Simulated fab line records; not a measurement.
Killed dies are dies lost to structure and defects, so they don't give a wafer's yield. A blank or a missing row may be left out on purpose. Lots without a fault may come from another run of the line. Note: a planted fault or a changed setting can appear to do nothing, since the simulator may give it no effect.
Problem report, 8D (eight disciplines) form, completed by code    flow sky130    the parts of the form that need people (team, actions taken, sign-off) are left out

== 1. THE PROBLEM ==
Mean of cd-nm at SKY_SD_P_CD_MEAS_07: 448.2 nm across 6 wafers in 2 lots; on wafers with no fault it is 380.2 nm (standard deviation 2.4). Relative to the usual mean, that is a shift of +28 standard deviations.
The step: target cd 380 nm.
Seen first at day 29 07:53 on cd-sem-01, wafer L860.1. The record has a number at this step for 42 wafers belonging to 14 lots. By rule, "out" or "out of limits" means more than 4 standard deviations away from the usual mean. The rest of the wafers with a number are treated as sound.

== 2. WHAT THIS IS AND IS NOT ==
question                     is                      is not
which readings at this step  cd-nm                   -
which lots                   L860, L861              L849, L850, L851, L852, L854, L859, L867, L868, L869, L870, L871, L872
which wafers of those lots   all that have a number  -
read on which gauges         cd-sem-01, cd-sem-02    -
when                         from day 29 07:53       up to then (18 sound wafers); but 18 sound wafers of L867, L868, L869, L870, L871, L872 came after

== 3. WHAT RULES OUT EACH SUSPECT ==
Counting: a tool at a process step up to the reading stays a suspect if it ran every lot that is out and no sound lot after the first of them.
- the gauge at SKY_SD_P_CD_MEAS_07 has been ruled out. 2 gauges (cd-sem-01, cd-sem-02) read the wafers that are out.
- rie-diel-01 at SKY_POLY_CUT_ETCH_10 (etches BARC in N2/H2, stops on SiO2, time 45.9 s, target depth 60 nm): ruled out as a lasting fault. Following L860 (day 28 04:15), the first lot on it that is out, the sound lots L868 were run on it.
- litho-track-03 at SKY_SD_P_COAT_02 (resist thk 1140 nm): ruled out as a lasting fault. Following L860 (day 28 17:35), the first lot on it that is out, the sound lots L869 were run on it.
Left after counting: nothing in the record.

== 4. THE CAUSE (what the simulator had put in) ==
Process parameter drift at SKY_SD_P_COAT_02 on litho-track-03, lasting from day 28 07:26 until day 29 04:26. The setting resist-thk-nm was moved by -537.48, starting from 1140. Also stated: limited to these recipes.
The count ruled it out by mistake, since the rule takes a fault to strike every lot its tool runs from the start of the fault on, and this one did not do so.

== 5. SEQUENCE OF EFFECTS, ordered by route ==
Each row: a reading whose mean over the struck wafers that have a number lies more than 3 standard deviations from the usual. Scope: only readings with a usual standard deviation given in the record; hours: median across lots of the time from each lot's start at the first step in this table that gives one to its start at this step; sigmas: change in usual standard deviations.
hours  step                 reading                   usual       on struck wafers  change  sigmas
0      SKY_SD_P_CD_MEAS_07  cd-nm                     380.2 nm    448.2             +68.0   +28
0      SKY_SD_P_STRIP_10    oes-product-au            0.617 a.u.  0.554             -0.063  -16
0      SKY_SD_P_STRIP_10    strip-time-to-endpoint-s  17.50 s     11.35             -6.15   -99 or more
Its process steps:
- SKY_SD_P_STRIP_10: strips in O2/N2.
At these later measuring or inspecting steps, every struck wafer for which the step has a row has a number for every such reading, and none has moved that far: SKY_CONTACT_THK_MEAS_01.

== 6. WHAT WOULD HAVE CAUGHT IT SOONER ==
In this record the first reading out of limits at a measuring or inspecting step was taken at day 29 07:53, 24 hours after the fault began at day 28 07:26.
Tool readings at SKY_SD_P_COAT_02 with a usual standard deviation given in the record: none out on any struck wafer, hence no alarm at a limit of 4 standard deviations on them.
